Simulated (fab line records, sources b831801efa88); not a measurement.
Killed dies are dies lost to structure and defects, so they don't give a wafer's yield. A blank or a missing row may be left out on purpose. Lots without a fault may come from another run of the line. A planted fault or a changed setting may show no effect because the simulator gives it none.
fab line records | flow sky130
record lots=5 wafers=15 last_day=50
route steps=708 shown VIA3@588 METAL4@598 CAP2M@603
lots that met no fault: from a run of the same line without faults
start_h: hours from the record's first day to the start of the lot's first wafer shown | wait_h: hours since the lot's step before | " the same as in the row above | L1.1+2: a row that stands for several wafers | - no value, or no start given | * or withheld: withheld | < > ~ a bound
route shown NAME@n: a module of which the file shows steps, and the number in the route of the first | usual: mean/standard deviation of fault-free wafers | same: alike in all rows | chamber/n: place in a boat | sites: the reading at each site | _std_site: their standard deviation | _edge_site: outer sites' mean less inner sites' | radius_mm: how far each site lies from the wafer's centre | mask NAME#n: copy n | behind: the tool/chamber that last shaped the wafer | hold: why the lot was held/for how many hours/how that ended | device: the transistor (n, p or np) that didn't switch | end of line: the same wafers' tests at the end of the route | a step without rows: its recipe alone | killed: dies lost to structure and defects at the first sort, not the wafer's yield | map: a wafer's dies, x killed, . not, _ none there
set.NAME: the setting as run; set.NAME@STEP: as run at that earlier step | model.NAME: the simulator's own value behind a step, which no gauge read
lots at some steps of the route; a table a step, a row a wafer
services: from which hour (start_h, from the record's first day; less than 0 if before it) a tool's chamber was out of use, for how many hours, and why
## steps
# step SKY_VIA3_ETCH_15
# recipe target=SiO2 chemistry=C4F8/O2/Ar target_depth_nm=507 stop_on=TiN mask_material=KrF-thick source_w=1500 bias_w=1200 pressure_mtorr=40 c4f8_flow_sccm=withheld O2_flow_sccm=6 Ar_flow_sccm=300 time_s=78
# usual oes_product_au=0.946/0.0047
# columns lot.wafer tool chamber start_h wait_h oes_product_au rf_hours_counter_h
L074.2 rie_diel-02 0 943.67 0.0 0.945 19
L074.4 " 3 " " 0.946 5
L074.6 " 0 " " 0.951 -
L076.1 rie_diel-04 2 965.77 0.0 0.948 15
L076.3 " 0 " " 0.949 11
L076.6 " 1 " " 0.950 -
L081.2 rie_diel-01 3 987.27 0.0 0.927 19
L081.5 " 0 " " 0.945 -
L081.6 " 2 " " 0.950 -
L085.2 rie_diel-02 2 1012.22 0.0 0.942 21
L085.4 " 1 " " 0.940 13
L085.5 " 1 " " 0.947 -
L095.1 rie_diel-02 1 1073.86 0.0 0.948 15
L095.3 " 0 " " 0.956 23
L095.6 " 1 " " 0.940 -
# step SKY_VIA3_STRIP_16
# recipe chemistry=O2/N2 power_w=1400 pressure_mtorr=1500 platen_temp_c=withheld o2_flow_sccm=3000 n2_flow_sccm=300 overash_fraction=0.5
# usual drypump_motor_current_A=5.63/0.21 oes_product_au=0.402/0.0046 strip_time_to_endpoint_s=4.126/0.025
# columns lot.wafer tool chamber start_h wait_h drypump_motor_current_A oes_product_au rf_hours_counter_h strip_time_to_endpoint_s
L074.2 plasma_asher-01 1 943.73 0.0 5.09 0.403 118 4.094
L074.4 " 1 " " 5.09 0.400 - 4.098
L074.6 " 0 " " 5.71 0.401 - 4.096
L076.1 plasma_asher-01 1 965.83 0.0 5.09 0.399 120 4.120
L076.3 " 0 " " 5.71 0.406 - 4.137
L076.6 " 1 " " 5.10 0.401 - 4.127
L081.2 plasma_asher-03 0 987.33 0.0 5.63 0.398 55 4.120
L081.5 " 1 " " 5.76 0.403 - 4.133
L081.6 " 0 " " 5.62 0.399 - 4.118
L085.2 plasma_asher-03 0 1012.28 0.0 5.64 0.407 58 4.069
L085.4 " 1 " " 5.75 0.399 - 4.090
L085.5 " 0 " " 5.62 0.402 - 4.105
L095.1 plasma_asher-01 0 1073.92 0.0 5.69 0.401 1 4.109
L095.3 " 1 " " 5.10 0.395 - 4.129
L095.6 " 1 " " 5.11 0.394 - 4.123
# step SKY_VIA3_STRIP_17
# recipe chemistry=post_etch_residue_remover time_s=1200 temp_c=72.5
# columns lot.wafer tool chamber start_h wait_h
L074.2+4+6 wet_bench-02 3 943.83 0.1
L076.1+3+6 wet_bench-02 0 965.93 0.1
L081.2+5+6 wet_bench-01 2 987.43 0.1
L085.2+4+5 wet_bench-03 2 1012.38 0.1
L095.1+3+6 wet_bench-03 2 1074.02 0.1
# step SKY_VIA3_CLEAN_18
# recipe chemistry=IPA time_s=180 temp_c=25
# columns lot.wafer tool chamber start_h wait_h
L074.2+4+6 wet_bench-03 1 944.20 0.0
L076.1+3+6 wet_bench-03 3 966.27 0.0
L081.2+5+6 wet_bench-03 2 987.80 0.0
L085.2+4+5 wet_bench-02 2 1012.72 0.0
L095.1+3+6 wet_bench-01 2 1074.37 0.0
# step SKY_VIA3_CLEAN_19
# recipe chemistry=O3/DIW dry=n2_spin
# columns lot.wafer tool chamber start_h wait_h
L074.2+4+6 wet_bench-01 1 944.26 0.0
L076.1+3+6 wet_bench-02 1 966.33 0.0
L081.2+5+6 wet_bench-02 1 987.86 0.0
L085.2+4+5 wet_bench-01 2 1012.78 0.0
L095.1+3+6 wet_bench-02 0 1074.42 0.0
# step SKY_VIA3_SPUTTER_20
# recipe material=TiN target_thk_nm=20 chamber_pressure_pa=5 power_w=4000 time_s=80
# usual cathode_dc_power_W=3999.9/0.79 throttle_valve_pct=30.5/0.94
# columns lot.wafer tool chamber start_h wait_h cathode_dc_power_W throttle_valve_pct
L074.2 pvd_sputter-04 - 944.35 0.0 4000.1 31.2
L074.4 " - " " 4000.0 31.0
L074.6 " - " " 3999.9 28.7
L076.1 pvd_sputter-03 - 966.42 0.0 4000.6 31.6
L076.3 " - " " 3999.4 31.5
L076.6 " - " " 4002.1 30.4
L081.2 pvd_sputter-04 - 987.96 0.0 4000.0 31.1
L081.5 " - " " 4000.8 29.9
L081.6 " - " " 4000.1 30.8
L085.2 pvd_sputter-03 - 1012.88 0.0 4000.5 30.5
L085.4 " - " " 3998.7 31.7
L085.5 " - " " 3999.8 31.5
L095.1 pvd_sputter-03 - 1074.53 0.0 3999.9 30.5
L095.3 " - " " 4000.9 30.7
L095.6 " - " " 4001.1 30.5
# step SKY_VIA3_CVD_21
# recipe material=W target_thk_nm=390 time_s=117.31 temp_c=400 pressure_torr=40
# usual heater_power_w=925/130
# columns lot.wafer tool chamber start_h wait_h heater_power_w
L074.2 cvd_w-02 1 944.41 0.0 899
L074.4 " 0 " " 1107
L074.6 " 1 " " 915
L076.1 cvd_w-01 0 966.48 0.0 776
L076.3 " 0 " " 778
L076.6 " 1 " " 834
L081.2 cvd_w-02 1 988.02 0.0 916
L081.5 " 1 " " 952
L081.6 " 0 " " 1127
L085.2 cvd_w-01 0 1012.94 0.0 793
L085.4 " 1 " " 858
L085.5 " 1 " " 847
L095.1 cvd_w-02 1 1074.60 0.0 906
L095.3 " 1 " " 929
L095.6 " 1 " " 943
# step SKY_VIA3_RS_MEAS_22
# recipe thk_meas_gauge=four-point-probe reads=W_of_VIA3_CVD_21+TiN_of_VIA3_SPUTTER_20
# usual VIA3_W_RS=0.290/0.0036
# columns lot.wafer tool chamber start_h wait_h VIA3_W_RS[ohm/sq]
L074.2 film_metro-01 - 944.55 0.1 0.287
L074.4 " - " " 0.294
L074.6 " - " " 0.288
L076.1 film_metro-02 - 966.60 0.1 0.290
L076.3 " - " " 0.293
L076.6 " - " " 0.283
L081.2 film_metro-04 - 988.16 0.1 0.291
L081.5 " - " " 0.293
L081.6 " - " " 0.294
L085.2 film_metro-02 - 1013.08 0.1 0.289
L085.4 " - " " 0.284
L085.5 " - " " 0.286
L095.1 film_metro-04 - 1074.72 0.1 0.288
L095.3 " - " " 0.290
L095.6 " - " " 0.282
# step SKY_VIA3_THK_MEAS_23
# recipe thk_meas_gauge=xrf reads=W_of_VIA3_CVD_21
# usual VIA3_W_THK=395/7.7
# columns lot.wafer tool chamber start_h wait_h VIA3_W_THK[nm]
L074.2 film_metro-01 - 944.66 0.1 390
L074.4 " - " " 379
L074.6 " - " " 391
L076.1 film_metro-02 - 966.72 0.1 392
L076.3 " - " " 389
L076.6 " - " " 404
L081.2 film_metro-04 - 988.27 0.1 391
L081.5 " - " " 390
L081.6 " - " " 389
L085.2 film_metro-02 - 1013.19 0.1 393
L085.4 " - " " 401
L085.5 " - " " 397
L095.1 film_metro-04 - 1074.84 0.1 402
L095.3 " - " " 404
L095.6 " - " " 412
# step SKY_VIA3_CMP_24
# recipe stop_on=SiO2 t_overpolish_s=20 down_force_psi=3.5 platen_rpm=60 target_thk_nm=0 pad_velocity_m_s=0.94248
# usual motor_current_A=11.1/0.87 overpolish_run_s=20.000/0.0095 time_to_endpoint_s=96/3.6
# columns lot.wafer tool chamber start_h wait_h motor_current_A overpolish_run_s time_to_endpoint_s
L074.2 cmp-01 3 944.76 0.1 10.6 19.998 99
L074.4 " 1 " " 12.6 20.012 96
L074.6 " 2 " " 10.8 20.019 95
L076.3 cmp-02 3 966.80 0.0 10.9 19.995 92
L076.1 " 2 " " 10.3 19.994 97
L076.6 " 3 " " 11.0 20.003 99
L081.2 cmp-02 0 988.32 0.0 11.3 20.001 91
L081.5 " 0 " " 11.0 19.994 91
L081.6 " 1 " " 11.5 20.012 94
L085.2 cmp-02 1 1013.24 0.0 11.3 19.988 100
L085.4 " 0 " " 11.1 20.006 98
L085.5 " 2 " " 10.0 19.997 99
L095.1 cmp-01 1 1074.95 0.1 13.4 19.992 100
L095.3 " 3 " " 11.0 19.987 95
L095.6 " 1 " " 13.5 19.996 102
# step SKY_METAL4_SPUTTER_00
# recipe material=Ti target_thk_nm=15 power_w=3000 time_s=10 chamber_pressure_pa=0.4
# usual cathode_dc_power_W=2999.9/0.51 throttle_valve_pct=30.1/1.2
# columns lot.wafer tool chamber start_h wait_h cathode_dc_power_W throttle_valve_pct
L074.2 pvd_sputter-03 - 945.01 0.2 2999.2 31.4
L074.4 " - " " 2998.9 30.6
L074.6 " - " " 3000.0 30.5
L076.1 pvd_sputter-03 - 967.10 0.1 2998.8 30.3
L076.3 " - " " 2998.7 30.4
L076.6 " - " " 3000.1 31.1
L081.2 pvd_sputter-02 - 988.62 0.2 3000.2 28.1
L081.5 " - " " 3000.6 31.9
L081.6 " - " " 2999.2 28.3
L085.2 pvd_sputter-03 - 1013.54 0.2 2999.9 30.3
L085.4 " - " " 3000.3 30.5
L085.5 " - " " 2999.9 31.1
L095.1 pvd_sputter-02 - 1075.20 0.2 3000.4 29.4
L095.3 " - " " 2999.8 28.4
L095.6 " - " " 2999.7 29.3
# step SKY_METAL4_SPUTTER_01
# recipe material=TiN target_thk_nm=20 power_w=6500 time_s=16.7 chamber_pressure_pa=0.4
# usual cathode_dc_power_W=6500.1/1.2 throttle_valve_pct=30.1/1.2
# columns lot.wafer tool chamber start_h wait_h cathode_dc_power_W throttle_valve_pct
L074.2 pvd_sputter-03 - 945.04 0.0 6501.5 31.2
L074.4 " - " " 6499.3 30.6
L074.6 " - " " 6500.9 30.1
L076.1 pvd_sputter-03 - 967.12 0.0 6499.6 30.4
L076.3 " - " " 6500.8 30.6
L076.6 " - " " 6500.5 31.0
L081.2 pvd_sputter-02 - 988.65 0.0 6499.2 28.4
L081.5 " - " " 6498.6 31.8
L081.6 " - " " 6498.5 28.2
L085.2 pvd_sputter-03 - 1013.56 0.0 6498.5 30.4
L085.4 " - " " 6499.2 30.3
L085.5 " - " " 6499.1 31.4
L095.1 pvd_sputter-02 - 1075.22 0.0 6499.7 29.4
L095.3 " - " " 6500.3 28.2
L095.6 " - " " 6499.1 29.2
# step SKY_METAL4_SPUTTER_02
# recipe material=AlCu target_thk_nm=735 power_w=10600 time_s=39.1 chamber_pressure_pa=0.4
# usual cathode_dc_power_W=10600/1.9 throttle_valve_pct=30.1/1.2
# columns lot.wafer tool chamber start_h wait_h cathode_dc_power_W throttle_valve_pct
L074.2 pvd_sputter-03 - 945.06 0.0 10599 31.6
L074.4 " - " " 10602 30.3
L074.6 " - " " 10603 30.5
L076.1 pvd_sputter-03 - 967.14 0.0 10598 30.6
L076.3 " - " " 10600 30.5
L076.6 " - " " 10602 31.2
L081.2 pvd_sputter-02 - 988.67 0.0 10601 28.0
L081.5 " - " " 10598 31.8
L081.6 " - " " 10603 28.0
L085.2 pvd_sputter-03 - 1013.59 0.0 10599 30.2
L085.4 " - " " 10602 30.4
L085.5 " - " " 10598 31.1
L095.1 pvd_sputter-02 - 1075.25 0.0 10598 29.5
L095.3 " - " " 10599 28.3
L095.6 " - " " 10602 29.2
# step SKY_METAL4_SPUTTER_03
# recipe material=Ti target_thk_nm=5 power_w=3000 time_s=3.3 chamber_pressure_pa=0.4
# usual cathode_dc_power_W=3000.0/0.51 throttle_valve_pct=30.1/1.2
# columns lot.wafer tool chamber start_h wait_h cathode_dc_power_W throttle_valve_pct
L074.2 pvd_sputter-03 - 945.10 0.0 3000.6 31.3
L074.4 " - " " 2999.1 30.2
L074.6 " - " " 2999.0 30.4
L076.1 pvd_sputter-03 - 967.18 0.0 3000.4 30.1
L076.3 " - " " 2999.9 30.5
L076.6 " - " " 3000.0 31.1
L081.2 pvd_sputter-02 - 988.71 0.0 3000.9 28.2
L081.5 " - " " 3000.1 31.6
L081.6 " - " " 3000.7 28.2
L085.2 pvd_sputter-03 - 1013.63 0.0 3000.3 30.5
L085.4 " - " " 3000.1 30.2
L085.5 " - " " 2999.7 31.4
L095.1 pvd_sputter-02 - 1075.28 0.0 2999.2 29.4
L095.3 " - " " 2999.5 28.2
L095.6 " - " " 3000.2 29.2
# step SKY_METAL4_SPUTTER_04
# recipe material=TiN target_thk_nm=70 power_w=6500 time_s=58.3 chamber_pressure_pa=0.4
# usual cathode_dc_power_W=6500.0/1 throttle_valve_pct=30.1/1.2
# columns lot.wafer tool chamber start_h wait_h cathode_dc_power_W throttle_valve_pct
L074.2 pvd_sputter-03 - 945.12 0.0 6499.3 31.0
L074.4 " - " " 6501.0 30.3
L074.6 " - " " 6500.7 30.8
L076.1 pvd_sputter-03 - 967.20 0.0 6499.7 30.0
L076.3 " - " " 6499.7 30.4
L076.6 " - " " 6499.6 31.2
L081.2 pvd_sputter-02 - 988.73 0.0 6502.1 28.1
L081.5 " - " " 6499.9 31.8
L081.6 " - " " 6500.7 28.0
L085.2 pvd_sputter-03 - 1013.65 0.0 6499.8 30.6
L085.4 " - " " 6499.5 30.5
L085.5 " - " " 6499.6 31.0
L095.1 pvd_sputter-02 - 1075.30 0.0 6499.3 29.3
L095.3 " - " " 6500.1 28.1
L095.6 " - " " 6500.0 29.1
# step SKY_CAP2M_CVD_00
# recipe material=SiO2 target_thk_nm=15.5 temp_c=400 time_s=withheld rf_w=450
# usual heater_power_w=738/73
# columns lot.wafer tool chamber start_h wait_h heater_power_w
L074.2 pecvd-02 0 945.17 0.0 772
L074.4 " 1 " " 718
L074.6 " 0 " " 778
L076.1 pecvd-01 2 967.25 0.0 715
L076.3 " 1 " " 836
L076.6 " 1 " " 817
L081.2 pecvd-04 1 988.78 0.0 786
L081.5 " 2 " " 648
L081.6 " 1 " " 775
L085.2 pecvd-02 0 1013.70 0.0 755
L085.4 " 1 " " 653
L085.5 " 2 " " 726
L095.1 pecvd-02 2 1075.35 0.0 796
L095.3 " 1 " " 732
L095.6 " 1 " " 728
# step SKY_CAP2M_THK_MEAS_01
# recipe reads=SiO2_of_CAP2M_CVD_00
# usual CAP2M_CVD_00_THK=15.40/0.21
# columns lot.wafer tool chamber start_h wait_h CAP2M_CVD_00_THK[nm]
L074.2 film_metro-03 - 945.20 - 15.05
L074.4 " - " " 15.47
L074.6 " - " " 15.49
L076.1 film_metro-01 - 967.27 - 15.29
L076.3 " - " " 15.04
L076.6 " - " " 15.25
L081.2 film_metro-03 - 988.81 - 15.14
L081.5 " - " " 15.36
L081.6 " - " " 15.20
L085.2 film_metro-01 - 1013.73 - 15.42
L085.4 " - " " 15.65
L085.5 " - " " 15.68
L095.1 film_metro-03 - 1075.37 - 15.30
L095.3 " - " " 15.27
L095.6 " - " " 15.31
# step SKY_CAP2M_SPUTTER_02
# recipe material=TiN target_thk_nm=200 temp_c=300 power_w=6500 time_s=166.7 chamber_pressure_pa=0.4
# usual cathode_dc_power_W=6499.9/1.2 throttle_valve_pct=30.1/1.2
# columns lot.wafer tool chamber start_h wait_h cathode_dc_power_W throttle_valve_pct
L074.2 pvd_sputter-02 - 945.25 0.0 6498.6 29.6
L074.4 " - " " 6500.5 31.8
L074.6 " - " " 6501.9 29.3
L076.1 pvd_sputter-02 - 967.33 0.1 6499.9 28.1
L076.3 " - " " 6497.8 29.3
L076.6 " - " " 6500.3 29.4
L081.2 pvd_sputter-01 - 988.86 0.0 6500.6 30.3
L081.5 " - " " 6498.2 30.6
L081.6 " - " " 6496.3 28.0
L085.2 pvd_sputter-03 - 1013.78 0.0 6500.1 30.6
L085.4 " - " " 6500.7 31.5
L085.5 " - " " 6499.8 31.5
L095.1 pvd_sputter-01 - 1075.43 0.1 6499.0 30.5
L095.3 " - " " 6499.0 29.8
L095.6 " - " " 6500.0 30.7
# step SKY_CAP2M_RS_MEAS_03
# recipe thk_meas_gauge=four-point-probe reads=TiN_of_CAP2M_SPUTTER_02
# usual CAP2M_TIN_RS=6.90/0.067
# columns lot.wafer tool chamber start_h wait_h CAP2M_TIN_RS[ohm/sq]
L074.2 film_metro-04 - 945.38 0.1 6.87
L074.4 " - " " 6.84
L074.6 " - " " 6.83
L076.1 film_metro-03 - 967.44 0.1 6.86
L076.3 " - " " 6.93
L076.6 " - " " 6.94
L081.2 film_metro-01 - 988.99 0.1 6.91
L081.5 " - " " 6.89
L081.6 " - " " 6.87
L085.2 film_metro-04 - 1013.91 0.1 6.93
L085.4 " - " " 6.92
L085.5 " - " " 6.96
L095.1 film_metro-04 - 1075.54 0.1 6.82
L095.3 " - " " 6.84
L095.6 " - " " 6.83
# step SKY_CAP2M_THK_MEAS_04
# recipe thk_meas_gauge=xrf reads=TiN_of_CAP2M_SPUTTER_02
# usual CAP2M_TIN_THK=200.5/2.1
# columns lot.wafer tool chamber start_h wait_h CAP2M_TIN_THK[nm]
L074.2 film_metro-04 - 945.49 0.1 200.2
L074.4 " - " " 201.3
L074.6 " - " " 201.3
L076.1 film_metro-03 - 967.56 0.1 200.8
L076.3 " - " " 199.8
L076.6 " - " " 199.3
L081.2 film_metro-01 - 989.10 0.1 200.1
L081.5 " - " " 202.3
L081.6 " - " " 202.8
L085.2 film_metro-04 - 1014.02 0.1 198.8
L085.4 " - " " 198.7
L085.5 " - " " 197.8
L095.1 film_metro-04 - 1075.66 0.1 200.4
L095.3 " - " " 201.5
L095.6 " - " " 200.4
# step SKY_CAP2M_DEHYDRATE_05
# recipe temp_c=200 time_s=60
# columns lot.wafer tool chamber start_h wait_h
L074.2+4+6 litho_track-04 0 956.74 11.2
L076.1+3+6 litho_track-04 0 978.17 10.6
L081.2+5+6 litho_track-02 0 999.84 10.7
L085.2+4+5 litho_track-01 0 1024.41 10.4
L095.1+3+6 litho_track-01 0 1085.73 10.1
# step SKY_CAP2M_HMDS_06
# recipe prime_time_s=60 prime_temp_c=120
# columns lot.wafer tool chamber start_h wait_h
L074.2+4+6 litho_track-04 0 956.89 0.1
L076.1+3+6 litho_track-04 0 978.32 0.1
L081.2+5+6 litho_track-02 0 999.99 0.1
L085.2+4+5 litho_track-01 0 1024.56 0.1
L095.1+3+6 litho_track-01 0 1085.88 0.1
# step SKY_CAP2M_COAT_07
# recipe resist=NOVOLAK spin_rpm=3000 resist_thk_nm=1140
# columns lot.wafer tool chamber start_h wait_h
L074.2+4+6 litho_track-04 0 957.04 0.1
L076.1+3+6 litho_track-04 0 978.47 0.1
L081.2+5+6 litho_track-02 0 1000.14 0.1
L085.2+4+5 litho_track-01 0 1024.71 0.1
L095.1+3+6 litho_track-01 0 1086.03 0.1
# step SKY_CAP2M_SOFTBAKE_08
# recipe temp_c=90 time_s=60 resist=NOVOLAK
# columns lot.wafer tool chamber start_h wait_h
L074.2+4+6 litho_track-04 0 957.19 0.1
L076.1+3+6 litho_track-04 0 978.62 0.1
L081.2+5+6 litho_track-02 0 1000.29 0.1
L085.2+4+5 litho_track-01 0 1024.86 0.1
L095.1+3+6 litho_track-01 0 1086.18 0.1
# step SKY_CAP2M_EXPOSE_09
# recipe mask_id=CAP2M na=0.6 source_shape=conventional sigma_outer=0.6 polarization=unpolarized target_cd_nm=1000 dose_mj=159
# columns lot.wafer tool chamber start_h wait_h mask
L074.2+4+6 iline_stepper-02 0 - - CAP2M#0
L076.1+3+6 iline_stepper-01 0 - - CAP2M#0
L081.2+5+6 iline_stepper-01 0 - - CAP2M#0
L085.2+4+5 iline_stepper-01 0 - - CAP2M#0
L095.1+3+6 iline_stepper-01 0 - - CAP2M#0
# step SKY_CAP2M_PEB_10
# recipe temp_c=withheld time_s=* resist=NOVOLAK
# columns lot.wafer tool chamber start_h wait_h
L074.2+4+6 litho_track-04 0 - -
L076.1+3+6 litho_track-01 0 - -
L081.2+5+6 litho_track-01 0 - -
L085.2+4+5 litho_track-01 0 - -
L095.1+3+6 litho_track-01 0 - -
# step SKY_CAP2M_DEVELOP_11
# recipe resist=NOVOLAK developer=TMAH develop_time_s=60.77 dev_temp_c=23
# usual developer_temp_C=22.99/0.096
# columns lot.wafer tool chamber start_h wait_h developer_temp_C
L074.2 litho_track-04 0 969.34 0.1 23.10
L074.4 " 0 " " 22.93
L074.6 " 0 " " 23.21
L076.1 litho_track-01 0 990.03 0.1 23.06
L076.3 " 0 " " 22.90
L076.6 " 0 " " 23.12
L081.2 litho_track-01 0 1011.26 0.1 23.01
L081.5 " 0 " " 22.99
L081.6 " 0 " " 23.10
L085.2 litho_track-01 0 1035.36 0.1 23.05
L085.4 " 0 " " 22.96
L085.5 " 0 " " 23.07
L095.1 litho_track-01 0 1096.13 0.1 22.87
L095.3 " 0 " " 22.90
L095.6 " 0 " " 22.78
# step SKY_CAP2M_OVL_MEAS_12
# usual CAP2M_OVL=0.7/1.7
# columns lot.wafer tool chamber start_h wait_h CAP2M_OVL[nm]
L074.2 overlay-02 - 969.48 0.1 1.8
L074.4 " - " " 0.5
L074.6 " - " " 0.0
L076.1 overlay-01 - 990.18 0.1 0.5
L076.3 " - " " 1.6
L076.6 " - " " 1.0
L081.2 overlay-02 - 1011.39 0.1 0.0
L081.5 " - " " 1.7
L081.6 " - " " -1.6
L085.2 overlay-01 - 1035.49 0.1 1.3
L085.4 " - " " 0.2
L085.5 " - " " 3.6
L095.1 overlay-01 - 1096.28 0.1 4.9
L095.3 " - " " 1.0
L095.6 " - " " 1.0
# step SKY_CAP2M_METAL_ETCH_13
# recipe target_depth_nm=220 stop_on=SiO2 chemistry=Cl2/BCl3 target=TiN pressure_mtorr=10 icp_w=900 bias_w=48.5 Cl2_flow_sccm=60 bcl3_flow_sccm=30 time_s=62.9
# usual drypump_motor_current_A=5.7/0.42 oes_product_au=0.942/0.0067 throttle_valve_pct=21.900/0.011
# columns lot.wafer tool chamber start_h wait_h drypump_motor_current_A oes_product_au rf_hours_counter_h throttle_valve_pct
L074.2 rie_metal-04 0 969.51 0.0 5.7 0.953 6 21.894
L074.4 " 1 " " 5.5 0.950 - 21.889
L074.6 " 0 " " 5.6 0.944 - 21.914
L076.1 rie_metal-04 0 990.22 0.0 5.6 0.943 7 21.897
L076.3 " 0 " " 5.7 0.938 - 21.919
L076.6 " 0 " " 5.6 0.929 - 21.907
L081.2 rie_metal-04 1 1011.42 0.0 5.5 0.948 1 21.888
L081.5 " 1 " " 5.5 0.938 - 21.888
L081.6 " 0 " " 5.6 0.943 - 21.904
L085.2 rie_metal-03 1 1035.52 0.0 5.9 0.931 6 21.902
L085.4 " 0 " " 6.5 0.939 - 21.890
L085.5 " 0 " " 6.5 0.939 - 21.905
L095.1 rie_metal-04 0 1096.32 0.0 5.7 0.947 15 21.894
L095.3 " 0 " " 5.6 0.952 - 21.887
L095.6 " 1 " " 5.5 0.944 - 21.882
# step SKY_CAP2M_STRIP_14
# recipe chemistry=O2/N2 power_w=1400 pressure_mtorr=1500 platen_temp_c=withheld o2_flow_sccm=3000 n2_flow_sccm=300 overash_fraction=0.5
# usual drypump_motor_current_A=5.7/0.34 oes_product_au=0.710/0.0047 strip_time_to_endpoint_s=12.63/0.047
# columns lot.wafer tool chamber start_h wait_h drypump_motor_current_A oes_product_au rf_hours_counter_h strip_time_to_endpoint_s
L074.2 plasma_asher-04 1 969.58 0.1 6.1 0.711 23 12.63
L074.4 " 0 " " 5.8 0.707 - 12.64
L074.6 " 1 " " 6.1 0.715 - 12.64
L076.1 plasma_asher-01 0 990.37 0.1 5.7 0.715 122 12.64
L076.3 " 1 " " 5.1 0.717 - 12.67
L076.6 " 1 " " 5.1 0.708 - 12.62
L081.2 plasma_asher-01 0 1011.50 0.1 5.7 0.707 124 12.56
L081.5 " 1 " " 5.1 0.710 - 12.55
L081.6 " 0 " " 5.7 0.707 - 12.54
L085.2 plasma_asher-02 0 1035.60 0.1 5.6 0.711 86 12.60
L085.4 " 0 " " 5.6 0.711 - 12.72
L085.5 " 0 " " 5.6 0.708 - 12.69
L095.1 plasma_asher-02 1 1096.40 0.1 5.9 0.707 93 12.59
L095.3 " 1 " " 5.9 0.716 - 12.62
L095.6 " 1 " " 5.8 0.706 - 12.58
# step SKY_CAP2M_STRIP_15
# recipe chemistry=post_etch_residue_remover time_s=1200 temp_c=72.5
# columns lot.wafer tool chamber start_h wait_h
L074.2+4+6 wet_bench-01 1 969.68 0.1
L076.1+3+6 wet_bench-01 0 990.47 0.1
L081.2+5+6 wet_bench-04 2 1011.60 0.1
L085.2+4+5 wet_bench-04 3 1035.70 0.1
L095.1+3+6 wet_bench-04 0 1096.50 0.1
# step SKY_CAP2M_CLEAN_16
# recipe chemistry=IPA time_s=180 temp_c=25
# columns lot.wafer tool chamber start_h wait_h
L074.2+4+6 wet_bench-02 1 970.02 0.0
L076.1+3+6 wet_bench-01 0 990.82 0.0
L081.2+5+6 wet_bench-02 2 1011.97 0.0
L085.2+4+5 wet_bench-01 0 1036.04 0.0
L095.1+3+6 wet_bench-02 1 1097.18 0.0
# step SKY_CAP2M_CLEAN_17
# recipe chemistry=O3/DIW dry=n2_spin
# columns lot.wafer tool chamber start_h wait_h
L074.2+4+6 wet_bench-04 1 970.08 0.0
L076.1+3+6 wet_bench-01 0 990.87 0.0
L081.2+5+6 wet_bench-01 1 1012.03 0.0
L085.2+4+5 wet_bench-02 1 1036.10 0.0
L095.1+3+6 wet_bench-04 0 1097.24 0.0
# step SKY_METAL4_DEHYDRATE_05
# recipe temp_c=200 time_s=60
# columns lot.wafer tool chamber start_h wait_h
L074.2+4+6 litho_track-03 0 981.05 10.9
L076.1+3+6 litho_track-01 0 1001.13 10.2
L081.2+5+6 litho_track-02 0 1023.04 10.9
L085.2+4+5 litho_track-01 0 1046.41 10.2
L095.1+3+6 litho_track-01 0 1106.48 9.1
# step SKY_METAL4_HMDS_06
# recipe prime_time_s=60 prime_temp_c=120
# columns lot.wafer tool chamber start_h wait_h
L074.2+4+6 litho_track-03 0 981.20 0.1
L076.1+3+6 litho_track-01 0 1001.28 0.1
L081.2+5+6 litho_track-02 0 1023.19 0.1
L085.2+4+5 litho_track-01 0 1046.56 0.1
L095.1+3+6 litho_track-01 0 1106.63 0.1
# step SKY_METAL4_COAT_07
# recipe resist=BARC temp_c=withheld time_s=withheld spin_rpm=3000 resist_thk_nm=60
# columns lot.wafer tool chamber start_h wait_h
L074.2+4+6 litho_track-03 0 981.35 0.1
L076.1+3+6 litho_track-01 0 1001.43 0.1
L081.2+5+6 litho_track-02 0 1023.34 0.1
L085.2+4+5 litho_track-01 0 1046.71 0.1
L095.1+3+6 litho_track-01 0 1106.78 0.1
# step SKY_METAL4_COAT_08
# recipe resist=KrF-thick spin_rpm=3000 resist_thk_nm=1140
# columns lot.wafer tool chamber start_h wait_h
L074.2+4+6 litho_track-03 0 - -
L076.1+3+6 litho_track-01 0 - -
L081.2+5+6 litho_track-02 0 - -
L085.2+4+5 litho_track-01 0 - -
L095.1+3+6 litho_track-01 0 - -
# step SKY_METAL4_SOFTBAKE_09
# recipe temp_c=100 time_s=90 resist=KrF-thick
# columns lot.wafer tool chamber start_h wait_h
L074.2+4+6 litho_track-03 0 - -
L076.1+3+6 litho_track-01 0 - -
L081.2+5+6 litho_track-02 0 - -
L085.2+4+5 litho_track-01 0 - -
L095.1+3+6 litho_track-01 0 - -
# step SKY_METAL4_EXPOSE_10
# recipe mask_id=MM4 na=0.68 source_shape=annular sigma_inner=0.4 sigma_outer=0.8 target_cd_nm=300 dose_mj=28
# columns lot.wafer tool chamber start_h wait_h mask
L074.2+4+6 krf_scanner-01 0 - - MM4#0
L076.1+3+6 krf_scanner-01 0 - - MM4#0
L081.2+5+6 krf_scanner-01 0 - - MM4#0
L085.2+4+5 krf_scanner-02 0 - - MM4#0
L095.1+3+6 krf_scanner-01 0 - - MM4#0
# step SKY_METAL4_PEB_11
# recipe peb_temp_c=withheld peb_time_s=withheld resist=KrF-thick
# columns lot.wafer tool chamber start_h wait_h
L074.2+4+6 litho_track-02 0 - -
L076.1+3+6 litho_track-03 0 - -
L081.2+5+6 litho_track-02 0 - -
L085.2+4+5 litho_track-02 0 - -
L095.1+3+6 litho_track-02 0 - -
## services
# columns tool chamber start_h hours kind
plasma_asher-01 - 920.06 14.1 repair
iline_stepper-01 - 925.01 1.7 pm
wet_bench-01 - 934.48 1.5 repair
iline_stepper-01 - 940.03 10.3 repair
rie_metal-04 - 944.82 0.9 repair
wet_bench-01 - 956.73 5.9 repair
pecvd-02 - 969.65 0.4 repair
plasma_asher-01 - 976.12 1.5 repair
pvd_sputter-02 - 982.20 5.8 repair
rie_metal-04 - 993.33 1.4 pm
plasma_asher-01 - 994.93 2.8 pm
wet_bench-03 - 1003.11 3.0 repair
krf_scanner-01 - 1015.78 1.3 pm
krf_scanner-01 - 1026.85 0.8 pm
iline_stepper-01 - 1038.68 14.4 repair
krf_scanner-01 - 1042.87 0.5 repair
iline_stepper-01 - 1048.72 1.2 repair
krf_scanner-01 - 1054.49 1.0 pm
plasma_asher-01 - 1055.25 9.0 pm
iline_stepper-01 - 1087.67 2.1 pm
krf_scanner-01 - 1090.81 4.0 pm
wet_bench-01 - 1094.58 1.0 repair
plasma_asher-01 - 1107.63 1.3 repair
plasma_asher-01 - 1108.30 2.6 repair
## key
fault none
